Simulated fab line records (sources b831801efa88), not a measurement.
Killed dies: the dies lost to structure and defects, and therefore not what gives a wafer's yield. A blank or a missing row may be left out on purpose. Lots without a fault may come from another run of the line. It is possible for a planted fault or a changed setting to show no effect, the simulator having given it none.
A lot that was struck, set against a sound lot -- flow sfq-line -- 24 steps out of a route of 325
Sound: these wafers, L916.3, L916.5, L916.6. Wafers L923.3, L923.5, L923.6 were the ones struck. The cause comes at the end.
Order at every step that has rows: each side's tool, ch and its chambers, its first start. Under that, the readings that differ: sound wafers -- struck wafers -- difference of the means -- sigmas: that difference in standard deviations of wafers without a fault.
alike: words and numbers the same on both sides, and readings whose means are apart by under 2 such deviations; not compared: readings that were withheld, readings missing a value for some wafer, numbers with overlapping values and no deviation given by the record, and bounds like >300 which may hide the same value.
A row with sigmas, a row that says differs or no value, or rows on one side alone: a step with any of these is where the two part. Non-overlapping numbers with no deviation appear without sigmas and do not part them. A reading missing from all wafers of one side parts the sides only when that side holds two or more wafers.

first, 1 step without rows for these wafers: SFQ_TRILAYER_M1_STRIP_SOLV_CLEAN_044 (cleans in NMP, time 600 s).
SFQ_TRILAYER_I1_DEP_PECVD_045: deposits SiO2 from SiH4/N2O, time 111.11 s, target thk 500 nm.
  sound on pecvd-01 ch 1,2, day 17 13:11; struck on pecvd-03 ch 0,1, day 19 20:29
  alike: heater-power-w, susceptor-temp-C, throttle-valve-pct
SFQ_TRILAYER_I1_CMP_CMP_046: polishes SiO2.
  sound on cmp-01 ch 0,3, day 17 14:28; struck on cmp-01 ch 1,2, day 19 23:59
  alike: motor-current-A, time-to-endpoint-s
SFQ_I1_BOW_MEAS_912:
  sound: film-metro-03 at day 17 17:30; struck: film-metro-03 at day 20 03:01
  alike: I1_BOW
SFQ_TRILAYER_I1_METRO_MEASURE_047:
  sound: film-metro-03 at day 17 17:59; struck: film-metro-03 at day 20 03:30
  alike: thk-nm
then, 6 steps without rows for these wafers: SFQ_TRILAYER_I1_VIA_LITHO_COAT_054 (resist thk 62 nm); SFQ_TRILAYER_I1_VIA_LITHO_COAT_049 (resist thk 650 nm); SFQ_TRILAYER_I1_VIA_LITHO_SOFTBAKE_053; SFQ_TRILAYER_I1_VIA_LITHO_EXPOSE_050 (exposes mask I1, target cd 500 nm); SFQ_TRILAYER_I1_VIA_LITHO_PEB_052 (peb time 60 s); SFQ_TRILAYER_I1_VIA_LITHO_DEVELOP_051 (time 60 s).
SFQ_I1_OVL_MEAS_913:
  sound: overlay-02 at day 18 13:01; struck: overlay-02 at day 20 19:07
  alike: I1_OVL
SFQ_TRILAYER_I1_VIA_BARC_OPEN_VIA_ETCH_071: etches BARC in O2, target depth 125 nm, time 41.7 s.
  sound on rie-diel-03 ch 2,3, day 18 13:02; struck on rie-diel-01 ch 0,1, day 20 19:08
  no value came back on the struck wafers for bias-w (W), chamber-pressure-mTorr (mTorr), drypump-motor-current-A (A), oes-product-au (a.u.); on the sound wafers bias-w (W) reads 80.13 80.08 80.34
reading,sound,struck,difference,sigmas
model.KrF_of_TRILAYER_I1_VIA_LITHO_COAT_049.thk-nm (nm),575.7 573.8 574.6,626.2 625.8 624.9,+50.9,
  not compared: rf-hours-counter-h
SFQ_TRILAYER_I1_VIA_ETCH_VIA_ETCH_052: etches SiO2 in CHF3, stops on Nb, target depth 260 nm.
  sound on rie-diel-03 ch 2,3, day 18 13:04; struck on rie-diel-01 ch 0,1, day 20 19:10
reading,sound,struck,difference,sigmas
oes-product-au (a.u.),0.852 0.857 0.856,0.374 0.375 0.371,-0.482,-91
model.KrF_of_TRILAYER_I1_VIA_LITHO_COAT_049.thk-nm (nm),532 528.9 530.5,581.4 581.7 580.3,+50.7,
  alike: bias-w, chamber-pressure-mTorr, drypump-motor-current-A
SFQ_TRILAYER_I1_VIA_STRIP_STRIP_053: strips in O2.
  sound on rie-metal-03 ch 0,1, day 18 13:23; struck on rie-metal-01 ch 0,1, day 20 19:29
  alike: chamber-pressure-mTorr, drypump-motor-current-A, oes-product-au
  not compared: rf-hours-counter-h
then, 2 steps without rows for these wafers: SFQ_TRILAYER_I1_VIA_STRIP_SOLV_CLEAN_054 (cleans in NMP, time 600 s); SFQ_TRILAYER_M2_DEP_PRE_CLEAN_056 (time 22.5 s).
SFQ_TRILAYER_M2_DEP_SPUTTER_055: material Nb, target thk 200 nm, time 133.3 s.
  sound: pvd-sputter-03 at day 18 13:59; struck: pvd-sputter-04 at day 20 20:05
  alike: substrate-temp-c, throttle-valve-pct
SFQ_M2_RS_MEAS_914: measures by four-point-probe.
  sound: film-metro-01 at day 18 14:07; struck: film-metro-04 at day 20 20:13
  alike: M2_NB_RS
then, 3 steps without rows for these wafers: SFQ_TRILAYER_M2_LITHO_COAT_062 (resist thk 62 nm); SFQ_TRILAYER_M2_LITHO_COAT_057 (resist thk 600 nm); SFQ_TRILAYER_M2_LITHO_SOFTBAKE_061.
SFQ_TRILAYER_M2_LITHO_EXPOSE_058: exposes mask M2, target cd 500 nm.
  struck on krf-scanner-01, day 22 07:59; sound on krf-scanner-01 ch 0, day 19 02:18
  no value came back on the struck wafers for exposure-dose-mJ-cm2, focus-offset-nm (nm); on the sound wafers exposure-dose-mJ-cm2 reads 14.374 14.408 14.406
  alike: mask
then, 1 step without rows for these wafers: SFQ_TRILAYER_M2_LITHO_PEB_060 (peb time 60 s).

== WHERE THEY PART ==
Last at SFQ_TRILAYER_M2_LITHO_EXPOSE_058 as far as this record goes, first at SFQ_TRILAYER_I1_VIA_BARC_OPEN_VIA_ETCH_071.

WHY: whatever the simulator had introduced
Step skipped in full: rie-diel-01, at SFQ_TRILAYER_I1_VIA_BARC_OPEN_VIA_ETCH_071, from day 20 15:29 onward. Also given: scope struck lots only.
